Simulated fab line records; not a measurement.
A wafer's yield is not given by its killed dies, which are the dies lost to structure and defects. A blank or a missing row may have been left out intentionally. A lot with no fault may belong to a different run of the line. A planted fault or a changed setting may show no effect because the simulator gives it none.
Chamber matching / flow gf180mcu / GF_POLY_GATE_ETCH_13 on rie si-01: 4 sister chambers
The step etches poly-Si in HBr/Cl2, stops on SiO2, target depth 198.5 nm, time 69.6 s. 14 wafers are shown with their chamber, then 7 later ones without.

## WAFERS PAIRED WITH THEIR CHAMBERS
wafer=L792.3; chamber=0; drypump motor current A (A)=5.9; run length s (s)=97.9; oes product au (a.u.)=0.997
wafer=L792.4; chamber=2; drypump motor current A (A)=5.3; run length s (s)=98.1; oes product au (a.u.)=0.980
wafer=L792.6; chamber=2; drypump motor current A (A)=5.2; run length s (s)=98.1; oes product au (a.u.)=0.976
wafer=L801.1; chamber=3; drypump motor current A (A)=5.8; run length s (s)=98.1; oes product au (a.u.)=0.997
wafer=L801.2; chamber=0; drypump motor current A (A)=5.9; run length s (s)=98.0; oes product au (a.u.)=0.994
wafer=L801.4; chamber=2; drypump motor current A (A)=5.2; run length s (s)=98.5; oes product au (a.u.)=0.996
wafer=L804.3; chamber=2; drypump motor current A (A)=5.2; run length s (s)=98.1; oes product au (a.u.)=1.003
wafer=L804.5; chamber=0; drypump motor current A (A)=5.9; run length s (s)=98.3; oes product au (a.u.)=0.982
wafer=L804.6; chamber=3; drypump motor current A (A)=5.8; run length s (s)=98.2; oes product au (a.u.)=0.997
wafer=L805.1; chamber=1; drypump motor current A (A)=5.7; run length s (s)=98.3; oes product au (a.u.)=0.992
wafer=L805.3; chamber=0; drypump motor current A (A)=6.0; run length s (s)=98.0; oes product au (a.u.)=0.988
wafer=L805.5; chamber=0; drypump motor current A (A)=6.0; run length s (s)=97.8; oes product au (a.u.)=0.994
wafer=L806.3; chamber=1; drypump motor current A (A)=5.8; run length s (s)=98.6; oes product au (a.u.)=0.989
wafer=L806.4; chamber=3; drypump motor current A (A)=5.8; run length s (s)=98.5; oes product au (a.u.)=0.994

SIGNATURES (means of the wafers above)
reading=drypump motor current A; chamber 0=5.940; chamber 1=5.750; chamber 2=5.225; chamber 3=5.800; scatter within a chamber=0.0495
reading=run length s; chamber 0=98.000; chamber 1=98.450; chamber 2=98.200; chamber 3=98.267; scatter within a chamber=0.198
reading=oes product au; chamber 0=0.99100; chamber 1=0.99050; chamber 2=0.98875; chamber 3=0.99600; scatter within a chamber=0.00806
Rule: a wafer's distance from a chamber is the root of the sum, over the readings, of the square of ((its reading less the chamber's mean) divided by the reading's scatter). If the next closest chamber is less than 2 further off than the closest, the wafer can't be placed; otherwise it belongs to the closest. The scatter: take each reading less its chamber's mean, square it, sum over the shown wafers, divide by the number of wafers less the number of chambers, and take the root.

## WAFERS MISSING THEIR CHAMBER
wafer=L806.5; drypump motor current A (A)=5.9; run length s (s)=98.4; oes product au (a.u.)=0.994
wafer=L807.1; drypump motor current A (A)=5.8; run length s (s)=98.6; oes product au (a.u.)=0.998
wafer=L807.2; drypump motor current A (A)=5.9; run length s (s)=98.5; oes product au (a.u.)=0.991
wafer=L807.3; drypump motor current A (A)=5.8; run length s (s)=98.1; oes product au (a.u.)=0.998
wafer=L814.3; drypump motor current A (A)=5.8; run length s (s)=98.1; oes product au (a.u.)=0.997
wafer=L814.4; drypump motor current A (A)=5.2; run length s (s)=98.4; oes product au (a.u.)=0.999
wafer=L814.6; drypump motor current A (A)=5.7; run length s (s)=98.2; oes product au (a.u.)=1.006

## CHAMBER TAKEN BY EACH
wafer=L806.5; from the rows above=can't be placed: 3 or 0 or 1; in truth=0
wafer=L807.1; from the rows above=can't be placed: 1 or 3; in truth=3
wafer=L807.2; from the rows above=can't be placed: 3 or 0 or 1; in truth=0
wafer=L807.3; from the rows above=can't be placed: 3 or 1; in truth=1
wafer=L814.3; from the rows above=can't be placed: 3 or 1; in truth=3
wafer=L814.4; from the rows above=2; in truth=2
wafer=L814.6; from the rows above=can't be placed: 3 or 1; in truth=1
Correct placement for 1 of the 7. From these rows, 6 cannot be placed; in 6 the true chamber is one of the candidates. Placed wrongly: 0.
